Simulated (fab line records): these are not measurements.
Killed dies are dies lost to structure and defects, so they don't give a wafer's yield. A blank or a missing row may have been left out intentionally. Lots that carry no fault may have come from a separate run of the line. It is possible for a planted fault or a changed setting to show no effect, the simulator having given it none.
Which tool did it? | flow gf180mcu | 14 lots with 42 wafers sampled at 5 steps, on a route of 602 steps

== WHAT EACH GAUGE READ, for each wafer ==
GF_HV_LDD_OVL_MEAS_47.
lot  | measured     | on         | HV_LDD_03_OVL (nm)
L939 | day 12 18:39 | overlay-02 | -0.7 -1.7 -0.8
L941 | day 13 02:59 | overlay-02 | -0.7 -0.2 -1.1
L940 | day 13 08:56 | overlay-02 | -1.1 -0.2 -0.1
L943 | day 13 22:59 | overlay-01 | 0.8 0.2 -0.2
L944 | day 14 02:51 | overlay-01 | 0.2 1.4 0.7
L947 | day 14 14:43 | overlay-02 | -0.3 -0.5 -0.1
L948 | day 15 08:01 | overlay-02 | -1.0 -2.3 -1.7
L949 | day 15 20:35 | overlay-02 | 0.0 0.8 0.3
L952 | day 16 23:34 | overlay-01 | 0.8 1.4 2.4
L956 | day 18 05:56 | overlay-01 | 2.4 0.7 1.2
L957 | day 18 07:06 | overlay-02 | 0.3 1.3 1.6
L958 | day 18 19:45 | overlay-01 | 1.2 0.7 0.5
L961 | day 19 16:39 | overlay-02 | 1.6 -0.3 0.7
L962 | day 19 23:44 | overlay-01 | 1.1 -1.2 0.4

GF_HV_LDD_TW_MEAS_50.
lot  | measured     | on            | HV_LDD_4_TW
L939 | day 12 18:56 | film-metro-02 | 578 578 578
L941 | day 13 03:16 | film-metro-02 | 577 577 577
L940 | day 13 09:13 | film-metro-02 | 579 577 577
L943 | day 13 23:17 | film-metro-01 | 576 574 572
L944 | day 14 03:08 | film-metro-04 | 556 557 560
L947 | day 14 15:00 | film-metro-01 | 571 569 571
L948 | day 15 08:18 | film-metro-04 | 554 556 556
L949 | day 15 20:53 | film-metro-04 | 559 553 556
L952 | day 16 23:51 | film-metro-01 | 572 571 572
L956 | day 18 06:14 | film-metro-02 | 574 579 575
L957 | day 18 07:23 | film-metro-04 | 678 678 680
L958 | day 18 20:02 | film-metro-04 | 678 678 677
L961 | day 19 16:56 | film-metro-01 | 564 567 567
L962 | day 20 00:01 | film-metro-01 | 570 570 567

GF_NSD_CD_MEAS_07 targets a cd of 400 nm.
lot  | measured     | on        | cd-nm (nm)
L939 | day 13 17:19 | cd-sem-01 | 401.0 401.1 400.3
L941 | day 14 03:13 | cd-sem-02 | 399.4 401.3 401.6
L940 | day 14 07:58 | cd-sem-01 | 394.5 392.6 394.9
L943 | day 14 23:58 | cd-sem-02 | 405.9 403.9 402.6
L944 | day 15 02:44 | cd-sem-02 | 401.8 401.3 405.8
L947 | day 15 15:31 | cd-sem-01 | 401.3 399.9 400.9
L948 | day 16 09:09 | cd-sem-02 | 400.6 401.8 400.7
L949 | day 16 22:21 | cd-sem-01 | 400.7 399.4 399.2
L952 | day 18 01:56 | cd-sem-01 | 397.7 396.8 398.8
L956 | day 19 08:52 | cd-sem-02 | 397.3 397.0 400.0
L957 | day 19 13:00 | cd-sem-01 | 396.6 396.9 397.7
L958 | day 20 00:01 | cd-sem-02 | 399.1 393.1 396.2
L961 | day 20 20:16 | cd-sem-01 | 398.4 397.4 399.6
L962 | day 21 03:19 | cd-sem-01 | 402.3 401.6 400.2

== TOOL THAT RAN EACH LOT (tool first, then ch and the chambers of the sampled wafers, then the start) ==
lot  | GF_HV_LDD_IMPLANT_48            | GF_HV_LDD_RTA_52
L939 | implanter-04 ch 0, day 12 18:43 | rtp-anneal-01 ch 0, day 12 19:06
L941 | implanter-04 ch 0, day 13 03:01 | rtp-anneal-02 ch 0, day 13 03:26
L940 | implanter-03 ch 0, day 13 08:58 | rtp-anneal-01 ch 0, day 13 09:20
L943 | implanter-04 ch 0, day 13 23:02 | rtp-anneal-01 ch 0, day 13 23:23
L944 | implanter-01 ch 0, day 14 02:53 | rtp-anneal-02 ch 0, day 14 03:15
L947 | implanter-04 ch 0, day 14 14:47 | rtp-anneal-01 ch 0, day 14 15:07
L948 | implanter-04 ch 0, day 15 08:05 | rtp-anneal-01 ch 0, day 15 08:25
L949 | implanter-03 ch 0, day 15 20:38 | rtp-anneal-02 ch 0, day 15 20:59
L952 | implanter-03 ch 0, day 16 23:37 | rtp-anneal-01 ch 0, day 16 23:58
L956 | implanter-04 ch 0, day 18 06:01 | rtp-anneal-02 ch 0, day 18 06:22
L957 | implanter-04 ch 0, day 18 07:09 | rtp-anneal-01 ch 0, day 18 07:30
L958 | implanter-04 ch 0, day 18 19:47 | rtp-anneal-02 ch 0, day 18 20:09
L961 | implanter-03 ch 0, day 19 16:41 | rtp-anneal-02 ch 0, day 19 17:02
L962 | implanter-03 ch 0, day 19 23:46 | rtp-anneal-01 ch 0, day 20 00:08
- GF_HV_LDD_IMPLANT_48
- GF_HV_LDD_RTA_52: time 10 s.

== WHAT THE TOOLS THEMSELVES READ (means of the sampled wafers that have a number; where no wafer has one, the mark that the record gives instead) ==
GF_HV_LDD_IMPLANT_48.
lot  | tool         | dose-ions-cm2 | end-station-pressure-torr (Torr) | faraday-current-uA
L939 | implanter-04 | 3e+13         | 5.13e-06                         | 166
L941 | implanter-04 | 3e+13         | 5.09e-06                         | 170
L940 | implanter-03 | 3e+13         | 4.90e-06                         | 168
L943 | implanter-04 | 3e+13         | 5.13e-06                         | 170
L944 | implanter-01 | 3e+13         | 5.18e-06                         | 163
L947 | implanter-04 | 3e+13         | 5.31e-06                         | 170
L948 | implanter-04 | 3e+13         | 5.18e-06                         | 169
L949 | implanter-03 | 3e+13         | 5.24e-06                         | 172
L952 | implanter-03 | 3e+13         | 4.99e-06                         | 172
L956 | implanter-04 | 3e+13         | 4.97e-06                         | 173
L957 | implanter-04 | 6e+13         | 5.16e-06                         | 308
L958 | implanter-04 | 6e+13         | 5.20e-06                         | 314
L961 | implanter-03 | 3e+13         | 5.09e-06                         | 168
L962 | implanter-03 | 3e+13         | 5.20e-06                         | 169

GF_HV_LDD_RTA_52.
lot  | tool          | lamp-power-pct (%) | wafer_temp_C_max
L939 | rtp-anneal-01 | 31.6               | 1003.3
L941 | rtp-anneal-02 | 29.9               | 1005.2
L940 | rtp-anneal-01 | 31.6               | 1004.4
L943 | rtp-anneal-01 | 31.6               | 1003.5
L944 | rtp-anneal-02 | 30.0               | 1005.2
L947 | rtp-anneal-01 | 31.6               | 1003.6
L948 | rtp-anneal-01 | 31.6               | 1004.1
L949 | rtp-anneal-02 | 29.9               | 1006.0
L952 | rtp-anneal-01 | 31.6               | 1003.8
L956 | rtp-anneal-02 | 29.9               | 1005.9
L957 | rtp-anneal-01 | 31.6               | 1004.0
L958 | rtp-anneal-02 | 30.0               | 1006.1
L961 | rtp-anneal-02 | 29.9               | 1006.7
L962 | rtp-anneal-01 | 31.6               | 1003.4

== THE ANSWER, worked out from the rows above alone ==
Rule: the lots themselves supply what counts as usual. Put in order of their means at a reading, lots are off if they are a third of the lots or fewer, leave a main group of 4 or more, and stand apart from it by a gap of 3 or more times the standard deviation of the main group's means; of several such gaps the widest counts. Not used: any main group whose means are identical at the precision the tables above print for the reading. A lot without any number at a reading at which 4 lots or more have one is off too. All remaining lots with rows at the step are treated as sound. After the gauges, taken in route order, come the tools' own readings; for these a lot's mean is taken, as printed above. At the first step where some lot is off, the reading lying furthest off is the one used; lots without a number count as furthest.
Off: L957, L958, at GF_HV_LDD_TW_MEAS_50 (HV_LDD_4_TW). The main group: mean 569, standard deviation 8.1.
A tool fits if, at a process step before that reading, it ran every lot that is off, and no sound lot after the first of them. The gauges at GF_HV_LDD_TW_MEAS_50 aren't tried: what is off there is off at GF_HV_LDD_IMPLANT_48 too, on other tools, and a gauge's error can't cause that. One fits: implanter-04 at GF_HV_LDD_IMPLANT_48. A fault onset in the window from L956 (day 18 06:01, its last sound lot) to L957 (day 18 07:09, its first lot off) fits.
The tool's own readings at GF_HV_LDD_IMPLANT_48 bear it out: on the lots that are off they differ by more than 5 times the standard deviation of the sound lots' means. dose-ions-cm2 reads 6e+13 there against 3e+13 on the sound lots; faraday-current-uA reads 311 there against 169 on the sound lots.

== WHAT WAS PUT IN BY THE SIMULATOR ==
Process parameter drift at GF_HV_LDD_IMPLANT_48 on implanter-04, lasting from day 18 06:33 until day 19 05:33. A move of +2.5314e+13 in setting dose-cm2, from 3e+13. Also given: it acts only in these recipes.
Shown lots that were struck: L957, L958. The rule given above showed the same thing.
